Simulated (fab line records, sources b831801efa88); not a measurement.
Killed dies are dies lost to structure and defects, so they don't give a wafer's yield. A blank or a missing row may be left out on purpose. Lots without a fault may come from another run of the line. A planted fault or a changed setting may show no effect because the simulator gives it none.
fab line records | flow sky130
record lots=12 wafers=36 last_day=50
route steps=708 shown VIA4@640 METAL5@664 PAD_OPEN@708
lots that met no fault: from a run of the same line without faults
start_h: hours from the record's first day to the start of the lot's first wafer shown | wait_h: hours since the lot's step before | " the same as in the row above | L1.1+2: a row that stands for several wafers | - no value, or no start given | * or withheld: withheld | < > ~ a bound
route shown NAME@n: a module of which the file shows steps, and the number in the route of the first | usual: mean/standard deviation of fault-free wafers | same: alike in all rows | chamber/n: place in a boat | sites: the reading at each site | _std_site: their standard deviation | _edge_site: outer sites' mean less inner sites' | radius_mm: how far each site lies from the wafer's centre | mask NAME#n: copy n | behind: the tool/chamber that last shaped the wafer | hold: why the lot was held/for how many hours/how that ended | device: the transistor (n, p or np) that didn't switch | end of line: the same wafers' tests at the end of the route | a step without rows: its recipe alone | killed: dies lost to structure and defects at the first sort, not the wafer's yield | map: a wafer's dies, x killed, . not, _ none there
set.NAME: the setting as run; set.NAME@STEP: as run at that earlier step | model.NAME: the simulator's own value behind a step, which no gauge read
steps of the route over a sample of lots; a table a step, a row a wafer
services: from which hour (start_h, from the record's first day; less than 0 if before it) a tool's chamber was out of use, for how many hours, and why
## steps
# step SKY_VIA4_THK_MEAS_01
# recipe reads=SiO2_of_VIA4_HDPCVD_00
# usual VIA4_HDPCVD_THK=1766/12
# columns lot.wafer tool chamber start_h wait_h VIA4_HDPCVD_THK[nm]
L367.1 film_metro-03 - 972.43 0.1 1767
L367.2 " - " " 1758
L367.6 " - " " 1762
L368.2 film_metro-02 - 985.74 0.1 1756
L368.3 " - " " 1755
L368.6 " - " " 1764
L369.1 film_metro-02 - 997.36 0.1 1783
L369.2 " - " " 1775
L369.5 " - " " 1766
L370.2 film_metro-01 - 999.08 0.1 1767
L370.3 " - " " 1762
L370.6 " - " " 1776
L375.1 film_metro-02 - 1037.08 0.1 1773
L375.3 " - " " 1772
L375.4 " - " " 1755
L376.2 film_metro-01 - 1046.58 0.1 1775
L376.4 " - " " 1757
L376.5 " - " " 1768
L378.1 film_metro-02 - 1058.29 0.1 1750
L378.3 " - " " 1750
L378.4 " - " " 1768
L383.2 film_metro-03 - 1080.86 0.1 1769
L383.4 " - " " 1765
L383.5 " - " " 1758
L380.2 film_metro-02 - 1085.34 0.1 1736
L380.4 " - " " 1751
L380.5 " - " " 1733
L385.4 film_metro-03 - 1091.30 0.0 1747
L385.5 " - " " 1743
L385.6 " - " " 1751
L388.4 film_metro-02 - 1109.55 0.0 1766
L388.5 " - " " 1754
L388.6 " - " " 1755
L390.2 film_metro-01 - 1119.94 0.1 1773
L390.4 " - " " 1774
L390.5 " - " " 1767
# step SKY_VIA4_CMP_21
# recipe stop_on=SiO2 t_overpolish_s=25 down_force_psi=3.5 platen_rpm=60 target_thk_nm=0 pad_velocity_m_s=0.94248
# usual edge_zone_pressure_frac=1.000/0.0044 motor_current_A=11.0/1.6 overpolish_run_s=24.999/0.0081 slurry_flow_ml_min=150.0/0.43 time_to_endpoint_s=124/4.1
# columns lot.wafer tool chamber start_h wait_h edge_zone_pressure_frac motor_current_A overpolish_run_s slurry_flow_ml_min time_to_endpoint_s
L367.2 cmp-01 3 997.25 0.0 0.995 8.9 24.986 150.7 131
L367.1 " 2 " " 1.010 12.4 24.991 150.1 118
L367.6 " 3 " " 0.995 8.3 25.008 150.4 123
L368.2 cmp-01 1 1009.76 0.1 1.003 12.0 25.008 150.0 123
L368.3 " 2 " " 1.003 12.8 24.994 150.3 118
L368.6 " 0 " " 1.000 8.8 24.991 149.4 123
L369.1 cmp-02 3 1021.57 0.1 0.994 12.0 24.998 149.9 119
L369.2 " 1 " " 0.995 11.8 24.987 149.6 123
L369.5 " 3 " " 0.995 12.0 24.998 149.9 124
L370.3 cmp-01 1 1022.87 0.1 0.998 11.5 24.986 149.3 124
L370.2 " 2 " " 0.997 12.0 24.987 149.5 129
L370.6 " 1 " " 0.998 11.8 24.987 149.5 122
L375.4 cmp-01 2 1059.92 0.0 0.992 12.6 24.989 150.1 116
L375.1 " 3 " " 0.992 8.1 24.985 149.4 117
L375.3 " 1 " " 1.001 11.8 25.005 150.3 131
L376.2 cmp-01 0 1069.37 0.1 1.007 8.6 25.003 149.7 128
L376.4 " 1 " " 1.001 11.8 24.978 149.7 130
L376.5 " 3 " " 1.001 8.1 24.998 150.4 127
L378.4 cmp-01 1 1081.56 0.1 0.997 12.0 24.998 150.3 122
L378.3 " 2 " " 0.999 12.2 25.006 150.6 126
L378.1 " 3 " " 0.997 8.4 25.002 150.5 131
L383.2 cmp-01 3 1103.10 0.1 0.995 8.8 25.010 149.9 123
L383.4 " 0 " " 0.994 8.7 24.997 149.9 127
L383.5 " 2 " " 0.988 12.5 25.006 150.0 123
L380.4 cmp-02 1 1107.83 0.4 0.999 12.7 24.991 150.0 120
L380.2 " 2 " " 1.002 12.4 25.009 150.0 123
L380.5 " 0 " " 1.007 10.6 24.989 150.0 125
L385.4 cmp-02 2 1113.53 0.6 1.005 12.2 24.982 149.6 126
L385.5 " 2 " " 1.013 12.5 25.011 149.4 120
L385.6 " 3 " " 1.006 12.7 24.999 149.8 130
L388.4 cmp-01 1 1130.72 0.3 0.996 12.0 24.996 149.4 128
L388.5 " 2 " " 0.993 12.4 25.006 150.2 115
L388.6 " 3 " " 1.000 8.4 25.001 149.3 122
L390.4 cmp-01 3 1139.90 0.1 1.005 8.4 25.011 149.6 122
L390.2 " 1 " " 0.996 11.0 25.013 150.8 123
L390.5 " 2 " " 1.000 12.5 24.997 149.6 118
# step SKY_METAL5_SPUTTER_03
# recipe material=Ti target_thk_nm=5 power_w=3000 time_s=3.3 chamber_pressure_pa=0.4
# usual cathode_dc_power_W=2999.9/0.56 throttle_valve_pct=30.1/0.93
# columns lot.wafer tool chamber start_h wait_h cathode_dc_power_W throttle_valve_pct
L367.1 pvd_sputter-01 - 997.65 0.0 3001.1 29.5
L367.2 " - " " 3001.0 30.7
L367.6 " - " " 2999.4 31.1
L368.2 pvd_sputter-01 - 1010.06 0.0 3000.4 31.3
L368.3 " - " " 2999.2 31.0
L368.6 " - " " 3000.0 29.3
L369.1 pvd_sputter-01 - 1021.91 0.0 3000.2 29.6
L369.2 " - " " 2999.5 30.7
L369.5 " - " " 3000.5 31.4
L370.2 pvd_sputter-02 - 1023.22 0.0 3000.3 30.6
L370.3 " - " " 3000.2 30.0
L370.6 " - " " 2999.2 28.4
L375.1 pvd_sputter-01 - 1060.32 0.0 2999.1 31.0
L375.3 " - " " 3000.3 31.4
L375.4 " - " " 3000.4 30.2
L376.2 pvd_sputter-02 - 1069.67 0.0 2999.8 28.2
L376.4 " - " " 2999.8 28.2
L376.5 " - " " 2998.2 30.3
L378.1 pvd_sputter-03 - 1081.91 0.0 3000.1 29.0
L378.3 " - " " 2999.6 29.0
L378.4 " - " " 3000.4 30.3
L383.2 pvd_sputter-03 - 1103.45 0.0 2999.3 28.8
L383.4 " - " " 2999.9 30.3
L383.5 " - " " 3000.5 28.9
L380.2 pvd_sputter-02 - 1108.18 0.0 3000.2 28.2
L380.4 " - " " 3000.0 30.7
L380.5 " - " " 2999.6 30.0
L385.4 pvd_sputter-02 - 1113.92 0.0 3000.1 28.5
L385.5 " - " " 3000.5 30.3
L385.6 " - " " 3000.1 30.7
L388.4 pvd_sputter-03 - 1130.97 0.0 3000.3 29.0
L388.5 " - " " 2999.6 28.9
L388.6 " - " " 3000.4 29.0
L390.2 pvd_sputter-01 - 1140.25 0.0 2999.7 31.2
L390.4 " - " " 3000.3 31.1
L390.5 " - " " 2999.9 30.1
# step SKY_METAL5_CLEAN_18
# recipe chemistry=IPA time_s=180 temp_c=25
# columns lot.wafer tool chamber start_h wait_h
L367.1+2+6 wet_bench-03 3 1021.18 0.0
L368.2+3+6 wet_bench-01 1 1032.88 0.0
L369.1+2+5 wet_bench-01 1 1045.18 0.0
L370.2+3+6 wet_bench-03 2 1046.04 0.0
L375.1+3+4 wet_bench-03 1 1081.59 0.0
L376.2+4+5 wet_bench-03 0 1090.97 0.0
L378.1+3+4 wet_bench-03 3 1102.79 0.0
L383.2+4+5 wet_bench-01 0 1123.23 0.0
L380.2+4+5 wet_bench-01 2 1128.09 0.0
L385.4+5+6 wet_bench-01 1 1133.59 0.0
L388.4+5+6 wet_bench-04 3 1150.69 0.0
L390.2+4+5 wet_bench-03 1 1159.05 0.0
# step SKY_PAD_OPEN_PROBE_99
# usual defect_limited_yield=82.4/2.2 killed_at_M0_to_M3=44/7.7 killed_at_M4_up=3.2/1.7 killed_at_contacts=24/5.3 killed_at_front_end=15/4.3 killed_at_other=0.3/0.57 killed_dies=87/11 killed_open=47/7.4 killed_short=40/6.5 sort_bin_3_pad_short=0.8/0.4 sort_bin_5_function=10.5/1.6 sort_bin_6_memory=6.3/1.2 sort_n_pass=405/11 sort_yield_pct=82.4/2.2
# same gross_dies=492 killed_at_back_side=0 sort_bin_4_leakage[%]=0 sort_bin_8_speed[%]=0
# columns lot.wafer tool chamber start_h wait_h defect_limited_yield[%] killed_at_M0_to_M3 killed_at_M4_up killed_at_contacts killed_at_front_end killed_at_other killed_dies killed_open killed_short sort_bin_3_pad_short[%] sort_bin_5_function[%] sort_bin_6_memory[%] sort_n_pass sort_yield_pct[%]
L375.1 prober-02 - 1123.20 0.1 74.8 40 58 17 9 0 124 41 27 2.8 15.9 6.5 368 74.8
L375.3 prober-02 - 1123.30 0.2 74.0 41 55 21 11 0 128 46 30 3.5 16.7 5.9 364 74.0
L375.4 prober-02 - 1123.35 0.2 73.6 33 56 26 15 0 130 40 37 4.3 14.8 7.3 362 73.6
L376.2 prober-01 - 1133.65 0.1 73.4 33 67 16 15 0 131 34 34 3.9 17.3 5.5 361 73.4
L376.4 prober-01 - 1133.75 0.2 70.9 43 62 21 17 0 143 46 40 4.3 17.9 6.9 349 70.9
L376.5 prober-01 - 1133.80 0.2 73.0 36 66 22 9 0 133 45 23 2.8 17.9 6.3 359 73.0
L378.1 prober-01 - 1144.20 0.1 71.3 36 62 25 18 0 141 50 33 3.7 17.7 7.3 351 71.3
L378.3 prober-01 - 1144.30 0.2 75.0 29 63 17 14 0 123 36 29 4.1 14.8 6.1 369 75.0
L378.4 prober-01 - 1144.35 0.2 73.0 46 56 17 14 0 133 46 34 3.5 17.5 6.1 359 73.0
L383.2 prober-01 - 1162.73 0.1 79.9 46 8 25 19 1 99 43 55 0.6 13.0 6.5 393 79.9
L383.4 prober-01 - 1162.83 0.2 81.5 53 9 22 7 0 91 52 39 0.8 9.1 8.5 401 81.5
L383.5 prober-01 - 1162.88 0.2 83.3 37 1 32 11 1 82 45 37 0.4 8.9 7.3 410 83.3
L388.4 prober-01 - 1188.12 0.2 81.3 62 1 18 11 0 92 55 35 0.8 9.3 8.5 400 81.3
L388.5 prober-01 - 1188.17 0.2 82.7 41 1 30 13 0 85 44 40 1.6 8.9 6.7 407 82.7
L388.6 prober-01 - 1188.22 0.2 82.5 47 2 27 9 1 86 44 42 0.6 10.4 6.5 406 82.5
L390.2 prober-01 - 1194.19 0.1 84.1 38 4 24 12 0 78 41 37 0.6 9.8 5.5 414 84.1
L390.4 prober-01 - 1194.29 0.2 86.4 36 3 13 15 0 67 41 26 0.8 9.1 3.7 425 86.4
L390.5 prober-01 - 1194.34 0.2 82.9 41 3 18 22 0 84 49 35 0.8 11.6 4.7 408 82.9
# killed by level:class
L375.1 METAL5:unspecified=56 VIA1:geometric_particle:open=16 CONTACT:geometric_particle:open=6 VIA1:geometric_particle:short=6 LI_CONTACT:geometric_particle:open=5 CONTACT:geometric_particle:short=4 METAL2:geometric_particle:short=4 VIA2:geometric_particle:open=4
L375.3 METAL5:unspecified=52 VIA1:geometric_particle:open=15 CONTACT:geometric_particle:open=9 VIA2:geometric_particle:open=6 VIA3:geometric_particle:open=5 VIA1:geometric_particle:short=5 LI_CONTACT:geometric_particle:open=4 CONTACT:geometric_particle:short=4
L375.4 METAL5:unspecified=53 CONTACT:geometric_particle:open=11 VIA1:geometric_particle:open=10 LI_CONTACT:geometric_particle:open=7 METAL2:geometric_particle:short=7 POLY_GATE:geometric_particle:short=5 FIELD_ISO:geometric_particle:short=4 CONTACT:geometric_particle:short=4
L376.2 METAL5:unspecified=63 VIA1:geometric_particle:open=8 LI_CONTACT:geometric_particle:open=6 CONTACT:geometric_particle:open=6 VIA3:geometric_particle:open=6 POLY_GATE:geometric_particle:short=5 FIELD_ISO:geometric_particle:short=4 VIA1:geometric_particle:short=4
L376.4 METAL5:unspecified=57 VIA1:geometric_particle:open=10 CONTACT:geometric_particle:short=7 METAL2:geometric_particle:short=7 VIA2:geometric_particle:open=7 CONTACT:geometric_particle:open=6 LI_CONTACT:geometric_particle:open=5 VIA2:geometric_particle:short=5
L376.5 METAL5:unspecified=64 VIA1:geometric_particle:open=13 CONTACT:geometric_particle:open=9 LI_CONTACT:geometric_particle:open=7 VIA3:geometric_particle:open=6 VIA3:geometric_particle:short=4 LI_CONTACT:geometric_particle:short=3 CONTACT:geometric_particle:short=3
L378.1 METAL5:unspecified=58 CONTACT:geometric_particle:open=11 FIELD_ISO:geometric_particle:open=8 VIA2:geometric_particle:open=7 VIA1:geometric_particle:open=7 LI_CONTACT:geometric_particle:short=4 LI_CONTACT:geometric_particle:open=4 LOCAL_INTERCONNECT:geometric_particle:short=4
L378.3 METAL5:unspecified=58 CONTACT:geometric_particle:open=10 VIA1:geometric_particle:open=6 FIELD_ISO:geometric_particle:short=5 METAL1:geometric_particle:short=5 VIA1:geometric_particle:short=4 VIA3:geometric_particle:open=4 METAL4:geometric_particle:short=4
L378.4 METAL5:unspecified=53 VIA1:geometric_particle:open=13 VIA2:geometric_particle:open=8 VIA3:geometric_particle:open=6 FIELD_ISO:geometric_particle:short=5 FIELD_ISO:geometric_particle:open=4 LI_CONTACT:geometric_particle:open=4 METAL2:geometric_particle:short=4
L383.2 CONTACT:geometric_particle:open=8 CONTACT:geometric_particle:short=7 VIA2:geometric_particle:open=7 METAL4:geometric_particle:short=7 METAL1:geometric_particle:short=6 VIA1:geometric_particle:open=6 FIELD_ISO:geometric_particle:open=5 LI_CONTACT:geometric_particle:open=5
L383.4 VIA3:geometric_particle:open=12 METAL1:geometric_particle:short=9 VIA1:geometric_particle:open=9 LI_CONTACT:geometric_particle:open=7 METAL4:geometric_particle:short=6 CONTACT:geometric_particle:open=5 CONTACT:geometric_particle:short=5 VIA1:geometric_particle:short=4
L383.5 CONTACT:geometric_particle:open=13 VIA1:geometric_particle:open=8 LI_CONTACT:geometric_particle:short=7 VIA2:geometric_particle:open=7 LOCAL_INTERCONNECT:geometric_particle:short=6 VIA2:geometric_particle:short=5 VIA3:geometric_particle:open=4 POLY_GATE:geometric_particle:short=3
L388.4 VIA1:geometric_particle:open=13 CONTACT:geometric_particle:open=11 METAL1:geometric_particle:short=11 VIA2:geometric_particle:open=9 VIA1:geometric_particle:short=6 VIA2:geometric_particle:short=5 CONTACT:geometric_particle:short=4 METAL2:geometric_particle:open=4
L388.5 CONTACT:geometric_particle:open=10 LI_CONTACT:geometric_particle:open=8 CONTACT:geometric_particle:short=7 VIA1:geometric_particle:open=6 VIA1:geometric_particle:short=6 VIA2:geometric_particle:short=5 VIA2:geometric_particle:open=5 VIA3:geometric_particle:open=5
L388.6 VIA1:geometric_particle:open=15 LI_CONTACT:geometric_particle:open=9 METAL1:geometric_particle:short=8 CONTACT:geometric_particle:open=7 POLY_GATE:geometric_particle:short=5 VIA2:geometric_particle:short=5 LOCAL_INTERCONNECT:geometric_particle:short=4 METAL2:geometric_particle:short=4
L390.2 METAL2:geometric_particle:short=9 CONTACT:geometric_particle:open=9 LI_CONTACT:geometric_particle:open=7 VIA2:geometric_particle:open=6 METAL1:geometric_particle:short=4 VIA3:geometric_particle:open=4 FIELD_ISO:geometric_particle:short=3 SPACER:geometric_particle:open=3
L390.4 VIA3:geometric_particle:open=9 CONTACT:geometric_particle:open=6 VIA1:geometric_particle:open=6 VIA2:geometric_particle:open=6 FIELD_ISO:geometric_particle:short=4 VIA1:geometric_particle:short=4 FIELD_ISO:geometric_particle:open=3 SPACER:geometric_particle:open=3
L390.5 VIA2:geometric_particle:open=9 FIELD_ISO:geometric_particle:open=6 CONTACT:geometric_particle:open=6 FIELD_ISO:geometric_particle:short=5 POLY_GATE:geometric_particle:short=5 VIA3:geometric_particle:open=5 LI_CONTACT:geometric_particle:open=5 VIA1:geometric_particle:open=5
## services
# columns tool chamber start_h hours kind
pvd_sputter-01 - 1011.51 0.9 repair
pvd_sputter-01 - 1013.53 1.3 repair
cmp-02 - 1024.54 0.4 repair
cmp-02 - 1026.81 3.0 repair
cmp-01 - 1034.50 0.5 repair
cmp-01 - 1037.71 2.5 repair
pvd_sputter-02 2 1056.04 - consumable_replace:kit
pvd_sputter-02 2 1056.04 18.0 scheduled_down
pvd_sputter-02 2 1056.04 18.0 vent_cycle
pvd_sputter-03 - 1058.21 7.2 repair
pvd_sputter-01 2 1064.49 - consumable_replace:kit
pvd_sputter-01 2 1064.49 18.0 scheduled_down
pvd_sputter-01 2 1064.49 18.0 vent_cycle
pvd_sputter-03 - 1076.68 0.8 repair
cmp-02 - 1084.68 4.0 pm
pvd_sputter-03 2 1088.46 - consumable_replace:kit
pvd_sputter-03 2 1088.46 18.0 scheduled_down
cmp-01 - 1107.04 7.4 repair
pvd_sputter-01 - 1148.77 3.7 repair
pvd_sputter-02 1 1149.56 - consumable_replace:kit
pvd_sputter-02 1 1149.56 18.0 scheduled_down
pvd_sputter-02 1 1149.56 18.0 vent_cycle
cmp-02 - 1154.22 0.6 repair
pvd_sputter-02 - 1157.08 1.7 repair
## key
first_sign step=SKY_PAD_OPEN_PROBE_99 reading=killed_at_M4_up direction=up sigmas=33 usual=3.2 struck=60.6
effect step=SKY_PAD_OPEN_PROBE_99 reading=sort_bin_3_pad_short direction=up sigmas=6.9 usual=0.8 struck=3.6
met_at SKY_METAL5_CLEAN_18
struck_lots L375,L376,L378
not_acting_at SKY_VIA4_THK_MEAS_01,SKY_VIA4_CMP_21,SKY_METAL5_SPUTTER_03
onset_between 1046.04 1081.59
fault kind=chamber_particle_source tool=wet_bench-03 chamber=- onset_h=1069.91 steps=SKY_METAL5_CLEAN_18 rate_per_visit_cm2=1.2507 end_h=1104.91
